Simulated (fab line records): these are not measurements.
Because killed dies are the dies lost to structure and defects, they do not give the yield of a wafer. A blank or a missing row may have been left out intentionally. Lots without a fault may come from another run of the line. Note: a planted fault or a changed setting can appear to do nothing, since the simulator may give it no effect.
Matching of chambers -- flow sky130 -- SKY_CONTACT_ETCH_17 on rie diel-02 has 4 sister chambers
The step etches SiO2 in C4F8/O2/Ar, stops on Si3N4, target depth 340 nm. 18 wafers are shown with their chamber, then 9 later ones without.

WAFERS WITH THEIR CHAMBER
wafer,chamber,oes product au (a.u.)
L074.1,1,0.898
L074.5,3,0.898
L074.6,0,0.891
L078.1,3,0.884
L078.3,1,0.886
L078.4,0,0.886
L079.1,2,0.887
L079.2,1,0.887
L079.3,3,0.889
L079.4,0,0.897
L079.5,3,0.889
L079.6,2,0.889
L082.1,0,0.894
L082.2,2,0.895
L082.3,1,0.897
L082.4,3,0.888
L082.5,2,0.894
L082.6,1,0.892

SIGNATURES, as means of the wafers listed above
reading,chamber 0,chamber 1,chamber 2,chamber 3,scatter within a chamber
oes product au,0.89200,0.89200,0.89125,0.88960,0.00491
Rule: a wafer's distance from a chamber is the root of the sum, over the readings, of the square of ((its reading less the chamber's mean) divided by the reading's scatter). The wafer belongs to the nearest chamber; if the next one is less than 2 further off, it can't be placed. The scatter: take each reading less its chamber's mean, square it, sum over the shown wafers, divide by the number of wafers less the number of chambers, and take the root.

WAFERS MISSING THEIR CHAMBER
wafer,oes product au (a.u.)
L086.1,0.890
L086.4,0.891
L086.6,0.889
L095.1,0.896
L095.2,0.893
L095.3,0.894
L097.2,0.889
L097.4,0.887
L097.6,0.886

WHICH CHAMBER EACH WENT THROUGH
wafer,from the rows above,in truth
L086.1,can't be placed: 3 or 2 or 0 or 1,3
L086.4,can't be placed: 2 or 0 or 1 or 3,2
L086.6,can't be placed: 3 or 2 or 0 or 1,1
L095.1,can't be placed: 0 or 1 or 2 or 3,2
L095.2,can't be placed: 0 or 1 or 2 or 3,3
L095.3,can't be placed: 0 or 1 or 2 or 3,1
L097.2,can't be placed: 3 or 2 or 0 or 1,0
L097.4,can't be placed: 3 or 2 or 0 or 1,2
L097.6,can't be placed: 3 or 2 or 0 or 1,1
0 of 9 placed correctly. Can't be placed from these rows: 9 (the true chamber is among the candidates in 9). Number placed wrongly: 0.
